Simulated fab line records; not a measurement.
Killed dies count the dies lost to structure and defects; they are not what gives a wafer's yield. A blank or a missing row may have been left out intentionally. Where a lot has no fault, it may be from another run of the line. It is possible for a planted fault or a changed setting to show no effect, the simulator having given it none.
Chamber matching + flow sfqLine + rieDiel-03 running SFQ_TRILAYER_I4_VIA_BARC_OPEN_VIA_ETCH_146: 4 sister chambers
The step etches BARC in O2, target depth 125 nm, time 41.7 s. 7 wafers are shown with their chamber, then 7 later ones without.

WAFERS, EACH WITH ITS CHAMBER
| wafer  | chamber | drypumpMotorCurrentA (A) | oesProductAu (a.u.) |
|--------|---------|--------------------------|---------------------|
| L082.2 | 1       | 4.8                      | 0.685               |
| L085.1 | 2       | 6.1                      | 0.684               |
| L085.6 | 0       | 5.9                      | 0.685               |
| L086.5 | 3       | 5.1                      | 0.690               |
| L086.6 | 0       | 5.8                      | 0.690               |
| L090.1 | 3       | 5.1                      | 0.687               |
| L090.4 | 2       | 6.1                      | 0.682               |

WAFERS WHOSE CHAMBER IS MISSING
| wafer  | drypumpMotorCurrentA (A) | oesProductAu (a.u.) |
|--------|--------------------------|---------------------|
| L090.6 | 5.1                      | 0.681               |
| L092.4 | 6.1                      | 0.688               |
| L092.5 | 4.8                      | 0.685               |
| L092.6 | 6.1                      | 0.686               |
| L096.1 | 5.1                      | 0.686               |
| L096.3 | 5.8                      | 0.688               |
| L096.6 | 5.1                      | 0.686               |

CHAMBER TAKEN BY EACH
| wafer  | from the rows above | in truth |
|--------|---------------------|----------|
| L090.6 | 3                   | 3        |
| L092.4 | 2                   | 2        |
| L092.5 | 1                   | 1        |
| L092.6 | 2                   | 2        |
| L096.1 | 3                   | 3        |
| L096.3 | 0                   | 0        |
| L096.6 | 3                   | 3        |
Placed correctly: 7 of 7. From these rows, 0 cannot be placed. 0 placed wrongly.
How it was worked out, from the rows above alone: a wafer's distance from a chamber is the root of the sum, over the readings, of the square of ((its reading less the chamber's mean) divided by the reading's scatter). The wafer belongs to the nearest chamber; if the next one is less than 2 further off, it can't be placed. For every chamber, the mean is computed from those of its wafers that are shown. The scatter: the root of (the sum of the squares of (reading less its chamber's mean) over the shown wafers, divided by (wafers less chambers)).
